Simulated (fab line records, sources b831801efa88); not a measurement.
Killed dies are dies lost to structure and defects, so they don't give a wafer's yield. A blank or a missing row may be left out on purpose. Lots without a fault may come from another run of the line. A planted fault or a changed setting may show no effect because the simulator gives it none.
Which tool did it? | flow sky130 | 12 lots, 36 wafers sampled, at 2 steps of a route of 708

WHAT THE GAUGES READ, wafer by wafer
SKY_METAL4_OVL_MEAS_14. Usual: METAL4_OVL 3 nm, standard deviation 4.8.
lot  | measured     | on         | METAL4_OVL (nm) | flag
L918 | day 42 03:19 | overlay-02 | 0 9 6           |
L920 | day 42 14:03 | overlay-01 | -4 -3 0         |
L921 | day 42 21:37 | overlay-01 | 4 -4 -1         |
L924 | day 43 17:16 | overlay-02 | 2 -1 -2         |
L922 | day 43 17:26 | overlay-01 | -2 5 -2         |
L925 | day 44 11:48 | overlay-02 | 1 5 0           |
L926 | day 44 19:04 | overlay-01 | 11 14 10        |
L927 | day 44 19:29 | overlay-02 | -4 -2 -2        |
L928 | day 45 00:52 | overlay-02 | 4 6 -1          |
L929 | day 45 05:04 | overlay-02 | 5 -2 3          |
L937 | day 47 05:34 | overlay-02 | 19 8 5          |
L939 | day 47 13:01 | overlay-01 | -4 1 9          |

WHICH TOOL RAN EACH LOT (tool, then ch and the chambers of the sampled wafers, then the start)
lot  | SKY_CAP2M_SPUTTER_02
L918 | pvd_sputter-04, day 40 01:39
L920 | pvd_sputter-04, day 40 12:21
L921 | pvd_sputter-03, day 40 21:43
L924 | pvd_sputter-01, day 41 17:38
L922 | pvd_sputter-03, day 41 18:04
L925 | pvd_sputter-01, day 42 12:22
L926 | pvd_sputter-04, day 42 19:58
L927 | pvd_sputter-03, day 42 20:26
L928 | pvd_sputter-01, day 43 02:35
L929 | pvd_sputter-04, day 43 06:46
L937 | pvd_sputter-04, day 45 11:51
L939 | pvd_sputter-04, day 45 20:13
- SKY_CAP2M_SPUTTER_02: material TiN, target thk 200 nm, time 166.7 s.

WHAT THE TOOLS THEMSELVES READ (means of the sampled wafers that have a number; where no wafer has one, the mark that the record gives instead)
SKY_CAP2M_SPUTTER_02. Usual: chamber_pressure_pa 0.4000 Pa, standard deviation 0.00069; throttle_valve_pct 29.5 %, standard deviation 0.89.
lot  | tool           | chamber_pressure_pa (Pa) | throttle_valve_pct (%) | flag
L918 | pvd_sputter-04 | 0.4001                   | 29.7                   |
L920 | pvd_sputter-04 | 0.3998                   | 28.7                   |
L921 | pvd_sputter-03 | 0.3987                   | 29.3                   |
L924 | pvd_sputter-01 | 0.4004                   | 29.3                   |
L922 | pvd_sputter-03 | 0.3999                   | 29.9                   |
L925 | pvd_sputter-01 | 0.3999                   | 28.8                   |
L926 | pvd_sputter-04 | 0.4005                   | 28.6                   |
L927 | pvd_sputter-03 | 0.4005                   | 31.0                   |
L928 | pvd_sputter-01 | 0.4001                   | 29.0                   |
L929 | pvd_sputter-04 | 0.3999                   | 29.9                   |
L937 | pvd_sputter-04 | 0.4003                   | 30.0                   |
L939 | pvd_sputter-04 | 0.3997                   | 29.0                   |

THE ANSWER, worked out from the rows above alone
Rule: a lot is off if the mean of its wafers that have a number lies more than 3 standard deviations from the usual mean. A lot without any number at a reading at which 4 lots or more have one is off too. The other lots that the step has rows for count as sound. The gauges are gone through in route order, then the tools' own readings, and for those a lot's mean is taken as printed above. The first step at which some lot is off is used, and at that step the reading that is off furthest; a lot without a number counts as furthest.
No lot is off at any reading shown: from this, nothing can be told.

WHAT THE SIMULATOR HAD PUT IN
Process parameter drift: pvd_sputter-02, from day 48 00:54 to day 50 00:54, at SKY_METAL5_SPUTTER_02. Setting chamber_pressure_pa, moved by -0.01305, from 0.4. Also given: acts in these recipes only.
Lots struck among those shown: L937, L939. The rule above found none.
